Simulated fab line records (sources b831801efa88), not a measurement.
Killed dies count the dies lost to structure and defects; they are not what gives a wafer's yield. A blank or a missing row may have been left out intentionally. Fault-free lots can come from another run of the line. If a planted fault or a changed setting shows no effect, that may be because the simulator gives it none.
Struck lot and sound lot, side by side + flow sky130 + 36 out of 708 route steps
Sound: wafers L639.2, L639.3, L639.4. Struck: wafers L651.2, L651.3, L651.5. The cause comes at the end.
Each step with rows lists, per side, the tool, then ch with its chambers, then its first start. Under that, the readings that differ: sound wafers + struck wafers + difference of the means + sigmas: that difference in standard deviations of wafers without a fault.
alike: same words and numbers on both sides, and readings whose means sit less than 2 such deviations apart. not compared: any withheld reading, any reading some wafer has no value for, any bound like >300 that may hide the same value, and any number with overlapping values for which the record gives no deviation.
A row with sigmas, a row that says differs or no value, or rows on one side alone: a step with any of these is where the two part. When numbers do not overlap yet have no deviation, they are printed without sigmas and do not part them. A reading that every wafer of one side lacks parts them only if that side has two wafers or more.

first, 10 steps without rows for these wafers: SKY_POLY_CUT_ETCH_10 (etches BARC in N2/H2, stops on SiO2, time 45.9 s, target depth 60 nm); SKY_POLY_CUT_ETCH_11 (etches Si3N4 in CF4/CH2F2/Ar, stops on poly-Si, time 42.5 s, target depth 60 nm); SKY_POLY_CUT_STRIP_12 (strips in O2/N2); SKY_SD_P_DEHYDRATE_00 (time 60 s); SKY_SD_P_HMDS_01 (prime time 60 s); SKY_SD_P_COAT_02 (resist thk 1140 nm); SKY_SD_P_SOFTBAKE_03 (time 60 s); SKY_SD_P_EXPOSE_04 (exposes mask PSDM, target cd 380 nm); SKY_SD_P_PEB_05; SKY_SD_P_DEVELOP_06 (develop time 60 s).
SKY_SD_P_IMPLANT_09:
  sound on implanter-02 ch 0, day 26 19:16; struck on implanter-02 ch 0, day 31 10:50
| reading                  | sound                | struck               | difference | sigmas      |
|--------------------------|----------------------|----------------------|------------|-------------|
| beamEnergyKeV            | 20.001 20.002 19.991 | 14.591 14.595 14.597 | -5.404     | -99 or more |
| model.implant.rpNm (nm)  | 17.48 17.48 17.48    | 12.61 12.61 12.61    | -4.87      |             |
| model.implant.drpNm (nm) | 9.746 9.746 9.746    | 7.808 7.808 7.808    | -1.938     |             |
SKY_SD_P_STRIP_10: strips in O2/N2.
  sound on plasmaAsher-03 ch 0,1, day 26 19:23; struck on plasmaAsher-02 ch 1, day 31 10:58
| reading                  | sound             | struck            | difference | sigmas |
|--------------------------|-------------------|-------------------|------------|--------|
| oesProductAu (a.u.)      | 0.614 0.623 0.619 | 0.628 0.638 0.639 | +0.016     | +4     |
| stripTimeToEndpointS (s) | 17.50 17.50 17.51 | 16.69 16.69 16.71 | -0.81      | -21    |
  alike: drypumpMotorCurrentA, o2FlowSccm
  not compared: rfHoursCounterH
SKY_SD_P_TW_MEAS_11:
  sound on filmMetro-02, day 26 19:30; struck on filmMetro-01, day 31 11:04
| reading | sound          | struck         | difference | sigmas |
|---------|----------------|----------------|------------|--------|
| SD_P_TW | 2781 2768 2762 | 2550 2561 2556 | -215       | -11    |
then, 21 steps without rows for these wafers: SKY_RES_XHIGH_DEHYDRATE_00 (time 60 s); SKY_RES_XHIGH_HMDS_01 (prime time 60 s); SKY_RES_XHIGH_COAT_02 (resist thk 1140 nm); SKY_RES_XHIGH_SOFTBAKE_03 (time 60 s); SKY_RES_XHIGH_EXPOSE_04 (exposes mask URPM, target cd 1270 nm); SKY_RES_XHIGH_PEB_05; SKY_RES_XHIGH_DEVELOP_06 (develop time 60 s); SKY_RES_XHIGH_IMPLANT_07; SKY_RES_XHIGH_STRIP_08 (strips in O2/N2); SKY_SD_N_DEHYDRATE_00 (time 60 s); SKY_SD_N_HMDS_01 (prime time 60 s); SKY_SD_N_COAT_02 (resist thk 1140 nm); SKY_SD_N_SOFTBAKE_03 (time 60 s); SKY_SD_N_EXPOSE_04 (exposes mask NSDM, target cd 380 nm); SKY_SD_N_PEB_05; SKY_SD_N_DEVELOP_06 (develop time 60 s); SKY_SD_N_IMPLANT_09; SKY_SD_N_IMPLANT_10; SKY_SD_N_STRIP_11 (strips in O2/N2); SKY_SD_N_CLEAN_13 (cleans in SC1/SC2, time 150 s); SKY_SD_N_RTA_14 (time 2 s).
-- the record jumps here: 2 days lie between the struck wafers' starts before and after --
SKY_SD_N_RS_MEAS_17: measurement is done with a four-point probe.
  sound on filmMetro-02, day 29 05:29; struck on filmMetro-02, day 33 19:11
| reading          | sound             | struck            | difference | sigmas |
|------------------|-------------------|-------------------|------------|--------|
| SD_P_RS (ohm/sq) | 146.8 147.2 147.8 | 169.2 168.6 168.7 | +21.6      | +54    |
-- the record jumps here: 16 days lie between the struck wafers' starts before and after (it left off in module SD_N and takes up again in module PAD_OPEN, whose first step shown is number 708 of the route) --
SKY_PAD_OPEN_PROBE_99:
  sound on prober-02, day 46 08:22; struck on prober-02, day 49 11:35
| reading                             | sound             | struck            | difference | sigmas |
|-------------------------------------|-------------------|-------------------|------------|--------|
| model.etest.resPdiff.lineOhmUm      | 1372 1393 1359    | 1612 1614 1647    | +250       |        |
| model.etest.pfet_01v8.rOnOhmUm      | 2837 2865 2875    | 3137 3186 3234    | +327       |        |
| model.etest.pfetG5v0d10v5.rOnOhmUm  | 4852 4907 4883    | 4926 5045 5001    | +110       |        |
| model.etest.resPdiffHv.rsOhmSq      | 191.4 192.8 191.2 | 236.1 237.3 235.6 | +44.5      |        |
| model.etest.resPdiff.rsOhmSq        | 193.9 195.5 196   | 231.7 230.6 229.5 | +35.5      |        |
| model.etest.pfet_01v8.driveUaUm     | 198.6 195.3 195.8 | 174.6 174.6 169.8 | -23.6      |        |
| model.etest.pfet_01v8_hvt.driveUaUm | 148.5 146.8 146.2 | 131.2 130.2 126.6 | -17.8      |        |
| model.etest.sramPfetLatch.driveUaUm | 146.8 142.7 144.9 | 130.7 126.4 122.2 | -18.4      |        |
  alike: killed_at_M0_to_M3, killed_at_M4_up, killedAtContacts, killedAtFrontEnd, killedAtOther, killedDies, killedOpen, killedShort

## WHERE THEY PART
Earliest at SKY_SD_P_IMPLANT_09; latest, in this record, at SKY_SD_N_RS_MEAS_17. Later steps at which nothing parts them and some readings are alike: SKY_PAD_OPEN_PROBE_99.

WHY: what the simulator had put in
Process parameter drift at SKY_SD_P_IMPLANT_09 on implanter-02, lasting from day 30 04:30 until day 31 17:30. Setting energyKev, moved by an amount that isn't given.
